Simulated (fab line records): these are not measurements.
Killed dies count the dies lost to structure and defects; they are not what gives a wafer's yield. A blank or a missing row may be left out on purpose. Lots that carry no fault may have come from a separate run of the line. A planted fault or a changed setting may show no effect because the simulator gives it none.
Which tool was responsible?    flow sky130    12 lots with 36 wafers sampled at 3 steps, on a route of 708 steps

WHAT THE GAUGES SHOWED, per wafer
SKY_VIA4_RS_MEAS_19: uses a four-point probe to measure. Usual: VIA4_W_RS typically reads 0.2256 ohm/sq, with standard deviation 0.0025.
lot   measured      on            VIA4_W_RS (ohm/sq)    flag
L412  day 43 20:23  filmMetro-04  0.2225 0.2228 0.2216  
L414  day 44 06:23  filmMetro-04  0.2248 0.2276 0.2260  
L415  day 44 10:02  filmMetro-04  0.2269 0.2247 0.2313  
L416  day 44 13:14  filmMetro-03  0.2214 0.2283 0.2321  
L417  day 44 19:22  filmMetro-04  0.2269 0.2257 0.2273  
L418  day 45 02:04  filmMetro-04  0.2274 0.2244 0.2254  
L419  day 45 13:20  filmMetro-02  0.2262 0.2226 0.2242  
L421  day 45 21:05  filmMetro-04  0.2225 0.2244 0.2275  
L422  day 46 02:58  filmMetro-04  0.2236 0.2260 0.2242  
L423  day 46 10:16  filmMetro-03  0.2263 0.2218 0.2237  
L426  day 47 02:37  filmMetro-04  0.2253 0.2230 0.2236  
L427  day 47 04:26  filmMetro-04  0.2230 0.2239 0.2235  

SKY_VIA4_THK_MEAS_20: measures by xrf. Usual: VIA4_W_THK typically reads 502 nm, with standard deviation 6.2.
lot   measured      on            VIA4_W_THK (nm)  flag
L412  day 43 20:29  filmMetro-04  507 508 508      
L414  day 44 06:30  filmMetro-04  508 498 501      
L415  day 44 10:09  filmMetro-04  501 501 490      
L416  day 44 13:20  filmMetro-03  513 497 493      
L417  day 44 19:29  filmMetro-04  500 500 498      
L418  day 45 02:11  filmMetro-04  496 502 500      
L419  day 45 13:26  filmMetro-02  499 506 501      
L421  day 45 21:12  filmMetro-04  503 505 497      
L422  day 46 03:05  filmMetro-04  507 501 503      
L423  day 46 10:22  filmMetro-03  501 511 510      
L426  day 47 02:44  filmMetro-04  503 511 506      
L427  day 47 04:33  filmMetro-04  506 508 501      

EACH LOT AND THE TOOL THAT RAN IT (in order: tool; ch and the chambers of the sampled wafers; start)
lot   SKY_METAL4_METAL_ETCH_18
L412  rieMetal-01 ch 0,1, day 42 19:11
L414  rieMetal-04 ch 0,1, day 43 05:55
L415  rieMetal-04 ch 0,1, day 43 09:17
L416  rieMetal-01 ch 0,1, day 43 12:32
L417  rieMetal-01 ch 1, day 43 18:29
L418  rieMetal-01 ch 0,1, day 44 01:26
L419  rieMetal-01 ch 0,1, day 44 12:26
L421  rieMetal-01 ch 0,1, day 44 20:48
L422  rieMetal-01 ch 0, day 45 02:45
L423  rieMetal-01 ch 0,1, day 45 10:23
L426  rieMetal-01 ch 0,1, day 46 04:04
L427  rieMetal-01 ch 0,1, day 46 06:17
- SKY_METAL4_METAL_ETCH_18: etches the open film in Cl2/BCl3, stops on SiO2, target depth 845 nm, time 183.1 s.

WHAT THE TOOLS THEMSELVES READ (means of the sampled wafers that have a number; where no wafer has one, the mark that the record gives instead)
SKY_METAL4_METAL_ETCH_18. Usual: bcl3FlowSccm 30.00 sccm, standard deviation 0.095; drypumpMotorCurrentA 5.8 A, standard deviation 0.37; oesProductAu 0.866 a.u., standard deviation 0.006; throttleValvePct 22.264 %, standard deviation 0.0088.
lot   tool         bcl3FlowSccm (sccm)  drypumpMotorCurrentA (A)  oesProductAu (a.u.)  throttleValvePct (%)  flag
L412  rieMetal-01  30.01                6.0                       0.867                22.268                
L414  rieMetal-04  30.11                5.3                       0.862                22.259                
L415  rieMetal-04  29.99                5.3                       0.867                22.255                
L416  rieMetal-01  30.13                6.0                       0.861                22.267                
L417  rieMetal-01  30.10                6.1                       0.873                22.269                
L418  rieMetal-01  29.93                6.0                       0.864                22.255                
L419  rieMetal-01  29.93                6.0                       0.866                22.256                
L421  rieMetal-01  29.95                6.1                       0.862                22.262                
L422  rieMetal-01  29.86                5.9                       0.865                22.260                
L423  rieMetal-01  30.00                6.0                       0.871                22.275                
L426  rieMetal-01  29.94                6.0                       0.875                22.264                
L427  rieMetal-01  29.95                6.0                       0.867                22.264                

THE ANSWER, worked out from the rows above alone
Rule: a lot is off if the mean of its wafers that have a number lies more than 3 standard deviations from the usual mean. A lot without any number at a reading at which 4 lots or more have one is off too. The other lots that the step has rows for count as sound. After the gauges, taken in route order, come the tools' own readings; for these a lot's mean is taken, as printed above. The first step at which some lot is off is used, and at that step the reading that is off furthest; a lot without a number counts as furthest.
None of the lots is off at any reading shown; this tells nothing.

WHAT THE SIMULATOR HAD PUT IN
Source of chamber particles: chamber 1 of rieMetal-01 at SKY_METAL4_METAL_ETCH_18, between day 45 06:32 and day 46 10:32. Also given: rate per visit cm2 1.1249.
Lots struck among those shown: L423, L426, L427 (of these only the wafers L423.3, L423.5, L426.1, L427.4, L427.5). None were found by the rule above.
